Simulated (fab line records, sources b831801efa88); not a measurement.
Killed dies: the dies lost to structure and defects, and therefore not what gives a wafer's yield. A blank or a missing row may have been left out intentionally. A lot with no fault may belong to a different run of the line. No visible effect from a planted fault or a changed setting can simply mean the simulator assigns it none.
The tool behind it: which one? + flow sky130 + Sampling: 14 lots, 40 wafers, 4 of 708 route steps

WHAT THE GAUGES SHOWED, per wafer
SKY_METAL4_OVL_MEAS_14.
| lot  | measured     | on         | METAL4_OVL (nm) |
|------|--------------|------------|-----------------|
| L600 | day 42 03:13 | overlay-02 | 3 -2 -4         |
| L602 | day 42 13:58 | overlay-01 | 2 -5 -1         |
| L604 | day 44 08:45 | overlay-01 | -5 -11 -6       |
| L605 | day 44 14:31 | overlay-02 | 2               |
| L607 | day 45 01:58 | overlay-02 | 9 9 7           |
| L611 | day 45 06:55 | overlay-02 | 4 -3 5          |
| L612 | day 45 23:24 | overlay-01 | -18 -15 -16     |
| L614 | day 46 12:31 | overlay-02 | 0 4 4           |
| L616 | day 46 20:21 | overlay-01 | -2 1 -4         |
| L617 | day 46 23:30 | overlay-01 | 0 3 -3          |
| L619 | day 47 02:15 | overlay-02 | 0 0 7           |
| L620 | day 47 06:39 | overlay-01 | -1 0 2          |
| L621 | day 47 23:24 | overlay-02 | -4 -6 -11       |
| L623 | day 48 03:31 | overlay-02 | -6 -4 -5        |

SKY_METAL5_RS_MEAS_05: a four-point-probe measurement.
| lot  | measured     | on            | METAL5_ALCU_RS (ohm/sq) |
|------|--------------|---------------|-------------------------|
| L600 | day 43 07:25 | film_metro-03 | 0.0269 0.0275 0.0270    |
| L602 | day 43 16:45 | film_metro-02 | 0.0271 0.0272 0.0271    |
| L604 | day 45 12:13 | film_metro-02 | 0.0270 0.0272 0.0272    |
| L611 | day 46 08:13 | film_metro-02 | 0.0269 0.0271 0.0267    |
| L612 | day 47 02:05 | film_metro-01 | 0.0267 0.0269 0.0271    |
| L614 | day 47 11:42 | film_metro-02 | 0.0266 0.0267 0.0269    |
| L616 | day 47 20:23 | film_metro-03 | 0.0265 0.0266 0.0266    |
| L617 | day 48 02:02 | film_metro-03 | 0.0276 0.0275 0.0269    |
| L619 | day 48 04:22 | film_metro-02 | 0.0274 0.0273 0.0274    |
| L620 | day 48 07:07 | film_metro-03 | 0.0267 0.0269 0.0270    |
| L621 | day 48 23:29 | film_metro-03 | 0.0274 0.0273 0.0272    |
| L623 | day 49 02:53 | film_metro-01 | 0.0271 0.0267 0.0272    |

EACH LOT AND THE TOOL THAT RAN IT (in order: tool; ch and the chambers of the sampled wafers; start)
| lot  | SKY_VIA3_CMP_02               | SKY_VIA4_CMP_21               |
|------|-------------------------------|-------------------------------|
| L600 | cmp-02 ch 0,1, day 38 22:56   | cmp-02 ch 0,2,3, day 43 07:01 |
| L602 | cmp-02 ch 1,3, day 39 10:04   | cmp-02 ch 0,1,3, day 43 16:19 |
| L604 | cmp-01 ch 0,1, day 41 05:43   | cmp-01 ch 1,3, day 45 11:47   |
| L605 | cmp-01 ch 0, day 41 12:55     | cmp-01 ch 1, day 45 15:05     |
| L607 | cmp-02 ch 0,1, day 42 02:05   | cmp-01 ch 0,3, day 46 03:52   |
| L611 | cmp-01 ch 1,2, day 42 07:24   | cmp-01 ch 0,2, day 46 07:46   |
| L612 | cmp-02 ch 0,2,3, day 43 02:10 | cmp-01 ch 1,2,3, day 47 01:36 |
| L614 | cmp-01 ch 0,1,3, day 43 17:07 | cmp-01 ch 2,3, day 47 11:11   |
| L616 | cmp-01 ch 2,3, day 44 01:08   | cmp-01 ch 1,2,3, day 47 20:01 |
| L617 | cmp-01 ch 1,2,3, day 44 03:42 | cmp-01 ch 0,1, day 48 01:34   |
| L619 | cmp-01 ch 0,1,3, day 44 07:26 | cmp-02 ch 0,2,3, day 48 03:54 |
| L620 | cmp-01 ch 0,2,3, day 44 11:08 | cmp-02 ch 1,2, day 48 06:41   |
| L621 | cmp-01 ch 0,2,3, day 45 06:11 | cmp-01 ch 0,1, day 48 22:59   |
| L623 | cmp-01 ch 1,2,3, day 45 12:47 | cmp-01 ch 0,2,3, day 49 02:30 |
- SKY_VIA3_CMP_02: polishes SiO2.
- SKY_VIA4_CMP_21: polishes, stops on SiO2, t overpolish 25 s, target thk 0 nm.

WHAT THE TOOLS THEMSELVES READ (means of the sampled wafers that have a number; where no wafer has one, the mark that the record gives instead)
SKY_VIA3_CMP_02.
| lot  | tool   | edge_zone_pressure_frac | head_pressure_psi (psi) | motor_current_A (A) |
|------|--------|-------------------------|-------------------------|---------------------|
| L600 | cmp-02 | 1.003                   | 3.997                   | 13.3                |
| L602 | cmp-02 | 1.001                   | 4.008                   | 13.6                |
| L604 | cmp-01 | 1.001                   | 3.999                   | 11.0                |
| L605 | cmp-01 | 0.997                   | 3.999                   | 10.1                |
| L607 | cmp-02 | 1.000                   | 4.003                   | 13.3                |
| L611 | cmp-01 | 0.996                   | 4.001                   | 13.6                |
| L612 | cmp-02 | 1.001                   | 3.995                   | 12.7                |
| L614 | cmp-01 | 1.001                   | 3.991                   | 11.1                |
| L616 | cmp-01 | 0.999                   | 3.994                   | 12.4                |
| L617 | cmp-01 | 0.999                   | 3.996                   | 12.2                |
| L619 | cmp-01 | 1.002                   | 3.999                   | 11.5                |
| L620 | cmp-01 | 1.004                   | 4.002                   | 11.6                |
| L621 | cmp-01 | 1.003                   | 4.010                   | 11.3                |
| L623 | cmp-01 | 1.000                   | 4.003                   | 12.6                |

SKY_VIA4_CMP_21.
| lot  | tool   | edge_zone_pressure_frac | head_pressure_psi (psi) | motor_current_A (A) | overpolish_run_s (s) | time_to_endpoint_s (s) |
|------|--------|-------------------------|-------------------------|---------------------|----------------------|------------------------|
| L600 | cmp-02 | 1.002                   | 3.498                   | 11.8                | 24.998               | 122                    |
| L602 | cmp-02 | 1.004                   | 3.503                   | 12.2                | 25.002               | 123                    |
| L604 | cmp-01 | 0.998                   | 3.507                   | 11.2                | 25.010               | 124                    |
| L605 | cmp-01 | -                       | -                       | -                   | -                    | -                      |
| L607 | cmp-01 | -                       | -                       | -                   | -                    | -                      |
| L611 | cmp-01 | 1.000                   | 3.494                   | 10.6                | 24.998               | 123                    |
| L612 | cmp-01 | 0.998                   | 3.502                   | 11.3                | 24.992               | 124                    |
| L614 | cmp-01 | 0.999                   | 3.497                   | 10.4                | 24.991               | 121                    |
| L616 | cmp-01 | 1.006                   | 3.503                   | 11.2                | 24.999               | 124                    |
| L617 | cmp-01 | 0.999                   | 3.504                   | 9.9                 | 25.005               | 118                    |
| L619 | cmp-02 | 1.002                   | 3.507                   | 11.8                | 24.998               | 120                    |
| L620 | cmp-02 | 1.003                   | 3.496                   | 12.5                | 24.996               | 123                    |
| L621 | cmp-01 | 0.997                   | 3.499                   | 11.1                | 24.993               | 125                    |
| L623 | cmp-01 | 0.999                   | 3.497                   | 10.4                | 24.999               | 123                    |

THE ANSWER, worked out from the rows above alone
Rule: what is usual is taken from the lots themselves. Put in order of their means at a reading, lots are off if they are a third of the lots or fewer, leave a main group of 4 or more, and stand apart from it by a gap of 3 or more times the standard deviation of the main group's means; of several such gaps the widest counts. If all means in a main group match to the digits the tables above print for the reading, that group is not used. Also off: a lot with no number at a reading for which 4 or more lots have one. Any other lot the step has rows for is counted as sound. First the gauges in route order, then the tools' own readings, where a lot's mean is used as printed above. At the first step where some lot is off, the reading lying furthest off is the one used; lots without a number count as furthest.
Off: L605, L607 (SKY_VIA4_CMP_21, edge_zone_pressure_frac). Without a number there: L605, L607. The main group has a mean of 1.001 with a standard deviation of 0.0027.
A tool fits if, at that step or a process step before it, it ran every lot that is off, and no sound lot after the first of them. No candidate that was tried fits.

WHAT THE SIMULATOR HAD PUT IN
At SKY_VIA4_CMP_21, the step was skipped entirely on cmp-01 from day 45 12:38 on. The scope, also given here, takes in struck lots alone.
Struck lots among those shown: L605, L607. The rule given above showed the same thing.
